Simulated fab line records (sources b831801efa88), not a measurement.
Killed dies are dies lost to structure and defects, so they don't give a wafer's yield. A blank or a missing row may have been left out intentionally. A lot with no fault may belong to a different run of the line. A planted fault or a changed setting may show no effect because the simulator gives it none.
The same fault as seen by 2 desks + flow sfqLine + each desk has only its own numbers; what lay behind them comes last

== METROLOGY DESK ==
What the gauges read, lot by lot, whatever tool the lot ran on: means of the sampled wafers that have a number. Marked OUT: a lot whose mean sits more than 4 standard deviations from the usual mean, which makes it out of limits; the brackets give that distance.
Columns: A = M0_NB_RS at SFQ_M0_RS_MEAS_904, usual 0.888 ohm/sq; B = M0_OVL at SFQ_M0_OVL_MEAS_906, usual 1 nm
| lot  | first seen here | A     | B  |
|------|-----------------|-------|----|
| L401 | day 7 10:36     | 0.871 | 3  |
| L413 | day 11 13:48    | 0.885 | 3  |
| L416 | day 12 15:29    | 0.892 | -4 |
| L417 | day 13 00:08    | 0.880 | 6  |
| L423 | day 14 10:53    | 0.893 | -3 |
| L424 | day 14 18:02    | 0.869 | -5 |
This desk's verdict: no lot among the 6 shows anything out of limits.

== DESK OF THE TOOL OWNER: rieMetal-03 ==
The tool's own readings at SFQ_TRILAYER_M0_ETCH_METAL_ETCH_024 (etches Nb in Cl2/Ar, stops on SiO2, target depth 240 nm, time 120 s): means of the sampled wafers that have a number, for each lot that ran on this tool. Marked OUT: a lot whose mean sits more than 4 standard deviations from the usual mean, which makes it out of limits; the brackets give that distance.
Columns: A = drypumpMotorCurrentA at SFQ_TRILAYER_M0_ETCH_METAL_ETCH_024, usual 5.9 A; B = oesProductAu at SFQ_TRILAYER_M0_ETCH_METAL_ETCH_024, usual 0.896 a.u.; C = runLengthS at SFQ_TRILAYER_M0_ETCH_METAL_ETCH_024, usual 148.5 s
| lot  | first seen here | A   | B     | C     |
|------|-----------------|-----|-------|-------|
| L413 | day 16 07:24    | 6.0 | 0.897 | 148.7 |
| L416 | day 17 18:12    | 6.0 | 0.886 | 150.7 |
| L417 | day 18 03:50    | 6.0 | 0.896 | 150.5 |
This desk's verdict: no lot among the 3 shows anything out of limits.

== TAKEN TOGETHER ==
Metrology desk: nothing out of limits seen.
The desk of the tool owner found nothing out of limits.

== WHAT THE SIMULATOR HAD PUT IN ==
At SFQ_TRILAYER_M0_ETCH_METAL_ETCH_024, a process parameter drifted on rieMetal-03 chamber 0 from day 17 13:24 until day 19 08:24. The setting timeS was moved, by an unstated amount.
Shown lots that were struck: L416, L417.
